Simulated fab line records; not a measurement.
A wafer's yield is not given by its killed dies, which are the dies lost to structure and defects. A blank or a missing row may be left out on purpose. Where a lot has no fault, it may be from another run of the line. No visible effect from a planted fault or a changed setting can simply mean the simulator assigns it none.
Which of the tools did it? | flow gf180mcu | 12 lots with 36 wafers sampled at 5 steps, on a route of 602 steps

## WHAT THE GAUGES SHOWED, per wafer
GF_V3_CD_MEAS_14 targets a cd of 260 nm. Usual: 260.1 nm for cd nm, sd 1.3.
lot  | measured     | on        | cd nm (nm)        | flag
L208 | day 22 23:06 | cd sem-01 | 257.0 258.3 259.5 |
L209 | day 23 03:10 | cd sem-02 | 258.7 259.2 260.0 |
L212 | day 24 09:02 | cd sem-01 | 259.8 259.5 260.4 |
L214 | day 24 23:40 | cd sem-01 | 261.6 262.1 262.3 |
L216 | day 25 11:01 | cd sem-02 | 259.7 261.0 260.1 |
L217 | day 26 02:55 | cd sem-01 | 257.2 259.2 258.7 |
L220 | day 27 03:11 | cd sem-01 | 260.5 260.9 261.0 |
L222 | day 27 20:14 | cd sem-02 | 261.8 260.8 262.0 |
L223 | day 28 01:47 | cd sem-02 | 258.9 259.2 258.8 |
L227 | day 29 02:13 | cd sem-01 | 259.4 259.5 259.4 |
L229 | day 29 14:57 | cd sem-02 | 260.5 261.0 260.7 |
L230 | day 29 22:04 | cd sem-01 | 259.9 261.0 260.6 |

GF_V4_THK_MEAS_01. Usual: V4_CVD_00_THK typically reads 601 nm, with standard deviation 6.9.
lot  | measured     | on            | V4_CVD_00_THK (nm) | flag
L208 | day 24 00:04 | film metro-04 | 594 614 595        |
L209 | day 24 04:28 | film metro-01 | 601 611 604        |
L212 | day 25 09:16 | film metro-01 | 608 595 599        |
L214 | day 25 23:23 | film metro-04 | 606 603 594        |
L216 | day 26 10:48 | film metro-01 | 603 608 596        |
L217 | day 27 02:29 | film metro-04 | 607 603 603        |
L220 | day 28 02:02 | film metro-02 | 600 610 608        |
L222 | day 28 18:04 | film metro-02 | 596 599 287        | OFF
L223 | day 29 00:04 | film metro-04 | 611 298 593        | OFF
L227 | day 29 23:39 | film metro-04 | 599 609 599        |
L229 | day 30 12:03 | film metro-01 | 608 611 605        |
L230 | day 30 18:50 | film metro-01 | 601 602 603        |

## TOOL THAT RAN EACH LOT (tool first, then ch and the chambers of the sampled wafers, then the start)
lot  | GF_V3_ETCH_16                      | GF_M4_SPUTTER_02             | GF_V4_CVD_00
L208 | rie diel-04 ch 1,2,3, day 22 23:16 | pvd sputter-02, day 23 00:44 | hdpcvd-02 ch 0,1,2, day 23 23:59
L209 | rie diel-03 ch 1,2, day 23 03:19   | pvd sputter-02, day 23 04:48 | hdpcvd-01 ch 1,2, day 24 04:21
L212 | rie diel-04 ch 0,2,3, day 24 09:11 | pvd sputter-02, day 24 10:49 | hdpcvd-02 ch 0,2, day 25 09:11
L214 | rie diel-01 ch 1,2,3, day 24 23:47 | pvd sputter-01, day 25 01:27 | hdpcvd-01 ch 0,1,2, day 25 23:18
L216 | rie diel-03 ch 0,1,3, day 25 11:11 | pvd sputter-03, day 25 12:40 | hdpcvd-02 ch 1,2, day 26 10:44
L217 | rie diel-04 ch 0,2, day 26 03:04   | pvd sputter-01, day 26 04:34 | hdpcvd-01 ch 0,2, day 27 02:25
L220 | rie diel-01 ch 0,1,2, day 27 03:19 | pvd sputter-01, day 27 05:13 | hdpcvd-01 ch 0,1, day 28 01:56
L222 | rie diel-04 ch 0,1,3, day 27 20:19 | pvd sputter-02, day 27 21:49 | hdpcvd-01 ch 0,1,2, day 28 18:01
L223 | rie diel-03 ch 0,1,2, day 28 01:55 | pvd sputter-01, day 28 03:28 | hdpcvd-01 ch 0,1,2, day 28 23:58
L227 | rie diel-01 ch 0,1,2, day 29 02:22 | pvd sputter-03, day 29 03:50 | hdpcvd-02 ch 0,2, day 29 23:34
L229 | rie diel-04 ch 2,3, day 29 15:07   | pvd sputter-01, day 29 16:40 | hdpcvd-02 ch 0,1,2, day 30 11:59
L230 | rie diel-03 ch 0,2,3, day 29 22:13 | pvd sputter-03, day 29 23:42 | hdpcvd-02 ch 0,1, day 30 18:45
- GF_V3_ETCH_16: etches BARC in N2/H2.
- GF_M4_SPUTTER_02: material AlCu, target thk 450 nm, time 23.9 s.
- GF_V4_CVD_00: deposits SiO2, target thk 600 nm, time 100 s.

## AS READ BY THE TOOLS THEMSELVES (means over the sampled wafers that have a number; for cases with no such wafer, the mark the record gives instead)
GF_V3_ETCH_16. Usual: drypump motor current A 5.4 A, standard deviation 0.47; oes product au 0.854 a.u., standard deviation 0.0048; rf fwd power W 494.7 W, standard deviation 2.1; throttle valve pct 13.224 %, standard deviation 0.009.
lot  | tool        | drypump motor current A (A) | oes product au (a.u.) | rf fwd power W (W) | throttle valve pct (%) | flag
L208 | rie diel-04 | 5.2                         | 0.853                 | 497.3              | 13.228                 |
L209 | rie diel-03 | 5.8                         | 0.856                 | 496.2              | 13.228                 |
L212 | rie diel-04 | 4.9                         | 0.853                 | 494.1              | 13.227                 |
L214 | rie diel-01 | 5.3                         | 0.853                 | 494.6              | 13.228                 |
L216 | rie diel-03 | 5.9                         | 0.850                 | 492.9              | 13.224                 |
L217 | rie diel-04 | 4.7                         | 0.858                 | 494.8              | 13.227                 |
L220 | rie diel-01 | 5.4                         | 0.850                 | 494.6              | 13.220                 |
L222 | rie diel-04 | 5.3                         | 0.856                 | 492.3              | 13.220                 |
L223 | rie diel-03 | 6.0                         | 0.849                 | 494.5              | 13.223                 |
L227 | rie diel-01 | 5.4                         | 0.850                 | 495.7              | 13.222                 |
L229 | rie diel-04 | 5.0                         | 0.858                 | 495.8              | 13.227                 |
L230 | rie diel-03 | 5.9                         | 0.856                 | 494.2              | 13.231                 |

GF_M4_SPUTTER_02. Usual: cathode dc power W 10600 W, standard deviation 1.8; chamber pressure pa 0.4000 Pa, standard deviation 0.00077; throttle valve pct 29.9 %, standard deviation 0.73.
lot  | tool           | cathode dc power W (W) | chamber pressure pa (Pa) | throttle valve pct (%) | flag
L208 | pvd sputter-02 | 10599                  | 0.3997                   | 30.3                   |
L209 | pvd sputter-02 | 10600                  | 0.4004                   | 30.2                   |
L212 | pvd sputter-02 | 10598                  | 0.4002                   | 30.3                   |
L214 | pvd sputter-01 | 10600                  | 0.4002                   | 30.2                   |
L216 | pvd sputter-03 | 10602                  | 0.3996                   | 30.5                   |
L217 | pvd sputter-01 | 10600                  | 0.4001                   | 30.4                   |
L220 | pvd sputter-01 | 10600                  | 0.3995                   | 29.9                   |
L222 | pvd sputter-02 | 10600                  | 0.4000                   | 30.1                   |
L223 | pvd sputter-01 | 10600                  | 0.3988                   | 29.5                   |
L227 | pvd sputter-03 | 10601                  | 0.3996                   | 29.7                   |
L229 | pvd sputter-01 | 10601                  | 0.3999                   | 29.3                   |
L230 | pvd sputter-03 | 10601                  | 0.4004                   | 29.4                   |

GF_V4_CVD_00. Usual: 60.01 sccm for sih4 flow sccm, sd 0.17.
lot  | tool      | sih4 flow sccm (sccm) | flag
L208 | hdpcvd-02 | 60.11                 |
L209 | hdpcvd-01 | 59.99                 |
L212 | hdpcvd-02 | 60.02                 |
L214 | hdpcvd-01 | 60.11                 |
L216 | hdpcvd-02 | 60.00                 |
L217 | hdpcvd-01 | 59.93                 |
L220 | hdpcvd-01 | 60.02                 |
L222 | hdpcvd-01 | 49.90                 | OFF
L223 | hdpcvd-01 | 50.05                 | OFF
L227 | hdpcvd-02 | 59.96                 |
L229 | hdpcvd-02 | 60.06                 |
L230 | hdpcvd-02 | 59.93                 |

## THE ANSWER, worked out from the rows above alone
Rule: take the mean of a lot's wafers that have a number; if it is more than 3 standard deviations from the usual mean, the lot is off. Also off: a lot with no number at a reading for which 4 or more lots have one. All remaining lots with rows at the step are treated as sound. The gauges are gone through in route order, then the tools' own readings, and for those a lot's mean is taken as printed above. The first step at which some lot is off is used, and at that step the reading that is off furthest; a lot without a number counts as furthest.
Off: L222, L223, at GF_V4_THK_MEAS_01 (V4_CVD_00_THK).
A tool fits if, at a process step before that reading, it ran every lot that is off, and no sound lot after the first of them. Not tried: the gauges at GF_V4_THK_MEAS_01; whatever is off there is also off at GF_V4_CVD_00, on other tools, and gauge error can't account for it. One candidate fits, namely hdpcvd-01 at GF_V4_CVD_00. A fault onset in the window from L220 (day 28 01:56, its last sound lot) to L222 (day 28 18:01, its first lot off) fits.
On the lots that are off, the tool's own readings at GF_V4_CVD_00 differ by more than 5 times the standard deviation of the sound lots' means, which bears it out; sih4 flow sccm reads 49.97 sccm there versus 60.01 sccm on the sound lots.

## WHAT HAD BEEN PUT IN BY THE SIMULATOR
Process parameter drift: hdpcvd-01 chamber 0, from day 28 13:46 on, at GF_V4_CVD_00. Setting sih4 flow sccm shifted by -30 from 60. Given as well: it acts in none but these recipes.
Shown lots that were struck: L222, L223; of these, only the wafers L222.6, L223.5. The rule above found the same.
